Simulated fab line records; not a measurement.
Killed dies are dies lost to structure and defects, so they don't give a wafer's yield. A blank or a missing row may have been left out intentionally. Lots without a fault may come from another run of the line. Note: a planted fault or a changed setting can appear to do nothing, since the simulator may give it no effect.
What tool caused it? :: flow gf180mcu :: 24 lots, 72 wafers sampled, at 6 steps of a route of 602

== WHAT THE GAUGES SHOWED, per wafer ==
GF_M1_OVL_MEAS_15. Usual: M1_OVL -3 nm, standard deviation 5.6.
lot: L074
measured: day 17 02:55
on: overlay-02
M1_OVL (nm): -9 -6 -5
flag: 

lot: L075
measured: day 17 05:23
on: overlay-02
M1_OVL (nm): -6 -7 -2
flag: 

lot: L076
measured: day 17 15:20
on: overlay-02
M1_OVL (nm): -6 0 -6
flag: 

lot: L077
measured: day 18 10:29
on: overlay-01
M1_OVL (nm): 0 3 -4
flag: 

lot: L078
measured: day 18 20:41
on: overlay-02
M1_OVL (nm): -4 -3 -2
flag: 

lot: L080
measured: day 19 16:13
on: overlay-01
M1_OVL (nm): 1 2 6
flag: 

lot: L079
measured: day 19 16:34
on: overlay-01
M1_OVL (nm): -1 6 3
flag: 

lot: L081
measured: day 20 04:26
on: overlay-01
M1_OVL (nm): -9 -3 -8
flag: 

lot: L082
measured: day 20 04:49
on: overlay-01
M1_OVL (nm): -2 -3 0
flag: 

lot: L083
measured: day 20 15:56
on: overlay-01
M1_OVL (nm): -2 -3 -2
flag: 

lot: L084
measured: day 21 02:48
on: overlay-02
M1_OVL (nm): -2 -7 -5
flag: 

lot: L085
measured: day 21 12:57
on: overlay-02
M1_OVL (nm): -5 -2 -1
flag: 

lot: L086
measured: day 21 14:13
on: overlay-01
M1_OVL (nm): 0 -4 -1
flag: 

lot: L087
measured: day 22 03:59
on: overlay-01
M1_OVL (nm): -1 1 -10
flag: 

lot: L088
measured: day 22 05:43
on: overlay-02
M1_OVL (nm): 4 2 4
flag: 

lot: L089
measured: day 22 17:17
on: overlay-02
M1_OVL (nm): -12 1 -13
flag: 

lot: L090
measured: day 22 23:52
on: overlay-02
M1_OVL (nm): -4 -7 -2
flag: 

lot: L091
measured: day 23 03:20
on: overlay-01
M1_OVL (nm): -13 -15 -12
flag: 

lot: L092
measured: day 23 11:47
on: overlay-01
M1_OVL (nm): -1 -1 -9
flag: 

lot: L093
measured: day 24 00:36
on: overlay-01
M1_OVL (nm): -7 -4 -4
flag: 

lot: L094
measured: day 24 06:08
on: overlay-01
M1_OVL (nm): 0 -7 -10
flag: 

lot: L095
measured: day 24 12:47
on: overlay-01
M1_OVL (nm): -8 1 -4
flag: 

lot: L096
measured: day 24 20:11
on: overlay-01
M1_OVL (nm): -12 -11 -16
flag: 

lot: L097
measured: day 25 06:47
on: overlay-02
M1_OVL (nm): 7 5 8
flag: 

GF_M4_CD_MEAS_14: target cd 280 nm. Usual: cd nm at 279.7 nm, with a standard deviation of 1.3.
lot: L074
measured: day 23 10:37
on: cd sem-01
cd nm (nm): 280.4 280.3 279.8
flag: 

lot: L075
measured: day 23 12:22
on: cd sem-01
cd nm (nm): 280.0 279.1 278.7
flag: 

lot: L076
measured: day 23 20:49
on: cd sem-01
cd nm (nm): 279.9 281.9 282.2
flag: 

lot: L077
measured: day 24 16:14
on: cd sem-01
cd nm (nm): 280.7 278.7 279.7
flag: 

lot: L078
measured: day 25 00:50
on: cd sem-01
cd nm (nm): 278.2 279.2 278.4
flag: 

lot: L080
measured: day 25 18:02
on: cd sem-02
cd nm (nm): 279.8 280.2 279.6
flag: 

lot: L079
measured: day 25 20:23
on: cd sem-02
cd nm (nm): 280.2 279.2 280.5
flag: 

lot: L081
measured: day 26 07:34
on: cd sem-02
cd nm (nm): 280.8 281.4 280.4
flag: 

lot: L082
measured: day 26 06:12
on: cd sem-02
cd nm (nm): 281.1 280.7 281.2
flag: 

lot: L083
measured: day 26 13:28
on: cd sem-01
cd nm (nm): 280.7 279.6 279.9
flag: 

lot: L084
measured: day 26 21:47
on: cd sem-01
cd nm (nm): 280.7 278.9 280.2
flag: 

lot: L085
measured: day 27 06:35
on: cd sem-01
cd nm (nm): 279.8 278.0 278.5
flag: 

lot: L086
measured: day 27 07:56
on: cd sem-01
cd nm (nm): 279.4 280.7 278.9
flag: 

lot: L087
measured: day 27 19:35
on: cd sem-01
cd nm (nm): 280.6 281.0 280.9
flag: 

lot: L088
measured: day 27 21:37
on: cd sem-02
cd nm (nm): 278.7 279.1 279.4
flag: 

lot: L089
measured: day 28 06:53
on: cd sem-01
cd nm (nm): 279.8 279.9 280.5
flag: 

lot: L090
measured: day 28 13:58
on: cd sem-02
cd nm (nm): 281.2 282.2 281.7
flag: 

lot: L091
measured: day 28 15:52
on: cd sem-02
cd nm (nm): 280.1 280.7 278.9
flag: 

lot: L092
measured: day 28 23:38
on: cd sem-02
cd nm (nm): 279.4 280.0 279.9
flag: 

lot: L093
measured: day 29 11:11
on: cd sem-02
cd nm (nm): 278.0 278.3 278.4
flag: 

lot: L094
measured: day 29 13:46
on: cd sem-01
cd nm (nm): 281.6 282.3 281.7
flag: 

lot: L095
measured: day 29 20:10
on: cd sem-02
cd nm (nm): 280.0 278.8 279.6
flag: 

lot: L096
measured: day 30 03:47
on: cd sem-01
cd nm (nm): 279.8 278.5 277.8
flag: 

lot: L097
measured: day 30 12:10
on: cd sem-02
cd nm (nm): 277.5 276.5 277.3
flag: 

GF_M4_OVL_MEAS_15. Usual: M4_OVL -1 nm, standard deviation 4.8.
lot: L074
measured: day 23 10:44
on: overlay-02
M4_OVL (nm): -6 -5 -11
flag: 

lot: L075
measured: day 23 12:29
on: overlay-01
M4_OVL (nm): -5 -12 -3
flag: 

lot: L076
measured: day 23 20:56
on: overlay-01
M4_OVL (nm): 3 -10 -4
flag: 

lot: L077
measured: day 24 16:22
on: overlay-01
M4_OVL (nm): 4 -4 9
flag: 

lot: L078
measured: day 25 00:58
on: overlay-02
M4_OVL (nm): 4 -1 -2
flag: 

lot: L080
measured: day 25 18:10
on: overlay-01
M4_OVL (nm): 3 -2 -2
flag: 

lot: L079
measured: day 25 20:29
on: overlay-02
M4_OVL (nm): -3 6 6
flag: 

lot: L081
measured: day 26 07:41
on: overlay-01
M4_OVL (nm): -4 -6 1
flag: 

lot: L082
measured: day 26 06:17
on: overlay-01
M4_OVL (nm): -3 -2 -5
flag: 

lot: L083
measured: day 26 13:35
on: overlay-02
M4_OVL (nm): 4 -5 3
flag: 

lot: L084
measured: day 26 21:54
on: overlay-01
M4_OVL (nm): 2 1 8
flag: 

lot: L085
measured: day 27 06:42
on: overlay-01
M4_OVL (nm): 1 2 0
flag: 

lot: L086
measured: day 27 08:01
on: overlay-01
M4_OVL (nm): 0 -4 -2
flag: 

lot: L087
measured: day 27 19:43
on: overlay-02
M4_OVL (nm): -1 7 -10
flag: 

lot: L088
measured: day 27 21:44
on: overlay-02
M4_OVL (nm): -11 -5 -2
flag: 

lot: L089
measured: day 28 07:01
on: overlay-02
M4_OVL (nm): 4 7 5
flag: 

lot: L090
measured: day 28 14:05
on: overlay-02
M4_OVL (nm): 1 -4 -8
flag: 

lot: L091
measured: day 28 15:59
on: overlay-02
M4_OVL (nm): 0 -3 -1
flag: 

lot: L092
measured: day 28 23:46
on: overlay-02
M4_OVL (nm): 0 0 1
flag: 

lot: L093
measured: day 29 11:17
on: overlay-02
M4_OVL (nm): 1 0 5
flag: 

lot: L094
measured: day 29 13:53
on: overlay-02
M4_OVL (nm): 1 3 -1
flag: 

lot: L095
measured: day 29 20:17
on: overlay-01
M4_OVL (nm): -1 -5 1
flag: 

lot: L096
measured: day 30 03:55
on: overlay-01
M4_OVL (nm): -10 -3 -2
flag: 

lot: L097
measured: day 30 12:17
on: overlay-02
M4_OVL (nm): -2 -5 1
flag: 

GF_MIM_THK_MEAS_11: measures by xrf. Usual: MIM_ALCU_THK 198 nm, standard deviation 3.3.
lot: L074
measured: day 24 12:28
on: film metro-01
MIM_ALCU_THK (nm): 199 203 199
flag: 

lot: L075
measured: day 24 14:24
on: film metro-04
MIM_ALCU_THK (nm): 197 198 195
flag: 

lot: L076
measured: day 24 22:28
on: film metro-04
MIM_ALCU_THK (nm): 198 200 198
flag: 

lot: L077
measured: day 25 17:04
on: film metro-04
MIM_ALCU_THK (nm): 201 200 195
flag: 

lot: L078
measured: day 26 01:58
on: film metro-04
MIM_ALCU_THK (nm): 194 195 193
flag: 

lot: L080
measured: day 26 16:38
on: film metro-01
MIM_ALCU_THK (nm): 195 191 195
flag: 

lot: L079
measured: day 26 19:00
on: film metro-01
MIM_ALCU_THK (nm): 198 194 195
flag: 

lot: L081
measured: day 27 05:01
on: film metro-02
MIM_ALCU_THK (nm): 201 209 202
flag: 

lot: L082
measured: day 27 03:42
on: film metro-01
MIM_ALCU_THK (nm): 201 198 199
flag: 

lot: L083
measured: day 27 12:17
on: film metro-04
MIM_ALCU_THK (nm): 192 190 198
flag: 

lot: L084
measured: day 27 21:34
on: film metro-04
MIM_ALCU_THK (nm): 200 193 200
flag: 

lot: L085
measured: day 28 05:55
on: film metro-02
MIM_ALCU_THK (nm): 198 200 204
flag: 

lot: L086
measured: day 28 06:44
on: film metro-02
MIM_ALCU_THK (nm): 199 203 200
flag: 

lot: L087
measured: day 28 18:37
on: film metro-04
MIM_ALCU_THK (nm): 200 201 202
flag: 

lot: L088
measured: day 28 20:19
on: film metro-01
MIM_ALCU_THK (nm): 197 196 199
flag: 

lot: L089
measured: day 29 06:01
on: film metro-04
MIM_ALCU_THK (nm): 197 201 196
flag: 

lot: L090
measured: day 29 12:29
on: film metro-04
MIM_ALCU_THK (nm): 193 194 193
flag: 

lot: L091
measured: day 29 14:16
on: film metro-01
MIM_ALCU_THK (nm): 204 202 200
flag: 

lot: L092
measured: day 29 21:43
on: film metro-02
MIM_ALCU_THK (nm): 202 204 204
flag: 

lot: L093
measured: day 30 09:19
on: film metro-01
MIM_ALCU_THK (nm): 197 198 200
flag: 

lot: L094
measured: day 30 12:01
on: film metro-01
MIM_ALCU_THK (nm): 198 196 205
flag: 

lot: L095
measured: day 30 17:47
on: film metro-02
MIM_ALCU_THK (nm): 201 198 201
flag: 

lot: L096
measured: day 31 01:19
on: film metro-02
MIM_ALCU_THK (nm): 193 194 197
flag: 

lot: L097
measured: day 31 09:40
on: film metro-04
MIM_ALCU_THK (nm): 196 199 197
flag: 

== WHAT TOOL EACH LOT RAN ON (gives the tool, then ch and the chambers of the sampled wafers, and finally the start) ==
lot: L074
GF_V2_ETCH_16: rie diel-04 ch 1,2,3, day 20 07:23
GF_V4_SPUTTER_22: pvd sputter-02, day 24 11:17

lot: L075
GF_V2_ETCH_16: rie diel-02 ch 0,2,3, day 20 09:53
GF_V4_SPUTTER_22: pvd sputter-02, day 24 13:12

lot: L076
GF_V2_ETCH_16: rie diel-02 ch 0,2, day 20 19:31
GF_V4_SPUTTER_22: pvd sputter-03, day 24 21:18

lot: L077
GF_V2_ETCH_16: rie diel-04 ch 0,3, day 21 15:14
GF_V4_SPUTTER_22: pvd sputter-01, day 25 15:55

lot: L078
GF_V2_ETCH_16: rie diel-02 ch 0,1, day 22 00:43
GF_V4_SPUTTER_22: pvd sputter-03, day 26 00:48

lot: L080
GF_V2_ETCH_16: rie diel-02 ch 0,2,3, day 22 19:34
GF_V4_SPUTTER_22: pvd sputter-01, day 26 15:29

lot: L079
GF_V2_ETCH_16: rie diel-01 ch 1,2, day 22 21:13
GF_V4_SPUTTER_22: pvd sputter-02, day 26 17:50

lot: L081
GF_V2_ETCH_16: rie diel-01 ch 0,1,3, day 23 09:14
GF_V4_SPUTTER_22: pvd sputter-01, day 27 03:52

lot: L082
GF_V2_ETCH_16: rie diel-04 ch 1,2, day 23 08:42
GF_V4_SPUTTER_22: pvd sputter-03, day 27 02:30

lot: L083
GF_V2_ETCH_16: rie diel-02 ch 1,2,3, day 23 18:35
GF_V4_SPUTTER_22: pvd sputter-03, day 27 11:08

lot: L084
GF_V2_ETCH_16: rie diel-02 ch 0,1,2, day 24 04:10
GF_V4_SPUTTER_22: pvd sputter-03, day 27 20:23

lot: L085
GF_V2_ETCH_16: rie diel-01 ch 0,2,3, day 24 13:32
GF_V4_SPUTTER_22: pvd sputter-02, day 28 04:44

lot: L086
GF_V2_ETCH_16: rie diel-02 ch 1,3, day 24 14:47
GF_V4_SPUTTER_22: pvd sputter-02, day 28 05:33

lot: L087
GF_V2_ETCH_16: rie diel-01 ch 1,2, day 25 04:07
GF_V4_SPUTTER_22: pvd sputter-03, day 28 17:27

lot: L088
GF_V2_ETCH_16: rie diel-01 ch 2,3, day 25 05:16
GF_V4_SPUTTER_22: pvd sputter-01, day 28 19:00

lot: L089
GF_V2_ETCH_16: rie diel-01 ch 1,3, day 25 16:13
GF_V4_SPUTTER_22: pvd sputter-03, day 29 04:50

lot: L090
GF_V2_ETCH_16: rie diel-01 ch 0,1,2, day 25 23:10
GF_V4_SPUTTER_22: pvd sputter-03, day 29 11:18

lot: L091
GF_V2_ETCH_16: rie diel-01 ch 1,2,3, day 26 01:10
GF_V4_SPUTTER_22: pvd sputter-02, day 29 13:06

lot: L092
GF_V2_ETCH_16: rie diel-02 ch 1,2, day 26 09:04
GF_V4_SPUTTER_22: pvd sputter-03, day 29 20:33

lot: L093
GF_V2_ETCH_16: rie diel-02 ch 0,2, day 26 18:43
GF_V4_SPUTTER_22: pvd sputter-03, day 30 07:45

lot: L094
GF_V2_ETCH_16: rie diel-01 ch 0,1,3, day 26 22:17
GF_V4_SPUTTER_22: pvd sputter-03, day 30 10:51

lot: L095
GF_V2_ETCH_16: rie diel-04 ch 0,2,3, day 27 05:47
GF_V4_SPUTTER_22: pvd sputter-02, day 30 16:37

lot: L096
GF_V2_ETCH_16: rie diel-02 ch 0,2,3, day 27 13:29
GF_V4_SPUTTER_22: pvd sputter-01, day 31 00:09

lot: L097
GF_V2_ETCH_16: rie diel-02 ch 0,1,3, day 27 22:44
GF_V4_SPUTTER_22: pvd sputter-02, day 31 08:27
- GF_V2_ETCH_16: etches BARC in N2/H2.
- GF_V4_SPUTTER_22: material TiN, target thk 10 nm, time 40 s.

== WHAT THE TOOLS THEMSELVES READ (means of the sampled wafers that have a number; where no wafer has one, the mark that the record gives instead) ==
GF_V2_ETCH_16. Usual: drypump motor current A 5.6 A, standard deviation 0.49; oes product au 0.855 a.u., standard deviation 0.0049; throttle valve pct 13.223 %, standard deviation 0.0093.
lot: L074
tool: rie diel-04
drypump motor current A (A): 6.2
oes product au (a.u.): 0.854
throttle valve pct (%): 13.227
flag: 

lot: L075
tool: rie diel-02
drypump motor current A (A): 5.5
oes product au (a.u.): 0.864
throttle valve pct (%): 13.219
flag: 

lot: L076
tool: rie diel-02
drypump motor current A (A): 5.5
oes product au (a.u.): 0.852
throttle valve pct (%): 13.217
flag: 

lot: L077
tool: rie diel-04
drypump motor current A (A): 5.9
oes product au (a.u.): 0.856
throttle valve pct (%): 13.225
flag: 

lot: L078
tool: rie diel-02
drypump motor current A (A): 5.5
oes product au (a.u.): 0.856
throttle valve pct (%): 13.220
flag: 

lot: L080
tool: rie diel-02
drypump motor current A (A): 5.5
oes product au (a.u.): 0.856
throttle valve pct (%): 13.223
flag: 

lot: L079
tool: rie diel-01
drypump motor current A (A): 4.8
oes product au (a.u.): 0.856
throttle valve pct (%): 13.223
flag: 

lot: L081
tool: rie diel-01
drypump motor current A (A): 5.8
oes product au (a.u.): 0.856
throttle valve pct (%): 13.214
flag: 

lot: L082
tool: rie diel-04
drypump motor current A (A): 6.1
oes product au (a.u.): 0.859
throttle valve pct (%): 13.227
flag: 

lot: L083
tool: rie diel-02
drypump motor current A (A): 5.6
oes product au (a.u.): 0.855
throttle valve pct (%): 13.235
flag: 

lot: L084
tool: rie diel-02
drypump motor current A (A): 5.6
oes product au (a.u.): 0.854
throttle valve pct (%): 13.223
flag: 

lot: L085
tool: rie diel-01
drypump motor current A (A): 5.6
oes product au (a.u.): 0.852
throttle valve pct (%): 13.222
flag: 

lot: L086
tool: rie diel-02
drypump motor current A (A): 5.6
oes product au (a.u.): 0.854
throttle valve pct (%): 13.231
flag: 

lot: L087
tool: rie diel-01
drypump motor current A (A): 5.0
oes product au (a.u.): 0.856
throttle valve pct (%): 13.226
flag: 

lot: L088
tool: rie diel-01
drypump motor current A (A): 5.8
oes product au (a.u.): 0.858
throttle valve pct (%): 13.226
flag: 

lot: L089
tool: rie diel-01
drypump motor current A (A): 5.9
oes product au (a.u.): 0.853
throttle valve pct (%): 13.227
flag: 

lot: L090
tool: rie diel-01
drypump motor current A (A): 5.2
oes product au (a.u.): 0.852
throttle valve pct (%): 13.220
flag: 

lot: L091
tool: rie diel-01
drypump motor current A (A): 5.4
oes product au (a.u.): 0.849
throttle valve pct (%): 13.213
flag: 

lot: L092
tool: rie diel-02
drypump motor current A (A): 5.8
oes product au (a.u.): 0.855
throttle valve pct (%): 13.230
flag: 

lot: L093
tool: rie diel-02
drypump motor current A (A): 5.5
oes product au (a.u.): 0.854
throttle valve pct (%): 13.231
flag: 

lot: L094
tool: rie diel-01
drypump motor current A (A): 5.8
oes product au (a.u.): 0.856
throttle valve pct (%): 13.221
flag: 

lot: L095
tool: rie diel-04
drypump motor current A (A): 5.8
oes product au (a.u.): 0.854
throttle valve pct (%): 13.223
flag: 

lot: L096
tool: rie diel-02
drypump motor current A (A): 5.5
oes product au (a.u.): 0.855
throttle valve pct (%): 13.225
flag: 

lot: L097
tool: rie diel-02
drypump motor current A (A): 5.4
oes product au (a.u.): 0.851
throttle valve pct (%): 13.217
flag: 

GF_V4_SPUTTER_22. Usual: throttle valve pct at 30.0 %, with a standard deviation of 0.99.
lot: L074
tool: pvd sputter-02
throttle valve pct (%): 31.3
flag: 

lot: L075
tool: pvd sputter-02
throttle valve pct (%): 30.9
flag: 

lot: L076
tool: pvd sputter-03
throttle valve pct (%): 30.5
flag: 

lot: L077
tool: pvd sputter-01
throttle valve pct (%): 28.9
flag: 

lot: L078
tool: pvd sputter-03
throttle valve pct (%): 30.3
flag: 

lot: L080
tool: pvd sputter-01
throttle valve pct (%): 29.4
flag: 

lot: L079
tool: pvd sputter-02
throttle valve pct (%): 30.9
flag: 

lot: L081
tool: pvd sputter-01
throttle valve pct (%): 29.0
flag: 

lot: L082
tool: pvd sputter-03
throttle valve pct (%): 29.3
flag: 

lot: L083
tool: pvd sputter-03
throttle valve pct (%): 29.3
flag: 

lot: L084
tool: pvd sputter-03
throttle valve pct (%): 29.8
flag: 

lot: L085
tool: pvd sputter-02
throttle valve pct (%): 30.6
flag: 

lot: L086
tool: pvd sputter-02
throttle valve pct (%): 30.7
flag: 

lot: L087
tool: pvd sputter-03
throttle valve pct (%): 30.4
flag: 

lot: L088
tool: pvd sputter-01
throttle valve pct (%): 28.6
flag: 

lot: L089
tool: pvd sputter-03
throttle valve pct (%): 30.5
flag: 

lot: L090
tool: pvd sputter-03
throttle valve pct (%): 29.9
flag: 

lot: L091
tool: pvd sputter-02
throttle valve pct (%): 30.6
flag: 

lot: L092
tool: pvd sputter-03
throttle valve pct (%): 29.6
flag: 

lot: L093
tool: pvd sputter-03
throttle valve pct (%): 29.7
flag: 

lot: L094
tool: pvd sputter-03
throttle valve pct (%): 29.6
flag: 

lot: L095
tool: pvd sputter-02
throttle valve pct (%): 30.6
flag: 

lot: L096
tool: pvd sputter-01
throttle valve pct (%): 28.7
flag: 

lot: L097
tool: pvd sputter-02
throttle valve pct (%): 31.3
flag: 

== THE ANSWER, worked out from the rows above alone ==
Rule: lot off if the mean of its wafers having a number is beyond 3 standard deviations from the usual mean. Also off: a lot with no number at a reading for which 4 or more lots have one. The other lots that the step has rows for count as sound. After the gauges, taken in route order, come the tools' own readings; for these a lot's mean is taken, as printed above. The first step at which some lot is off is used, and at that step the reading that is off furthest; a lot without a number counts as furthest.
No lot is off on any of the readings shown, so nothing can be concluded from this.

== WHAT THE SIMULATOR HAD PUT IN ==
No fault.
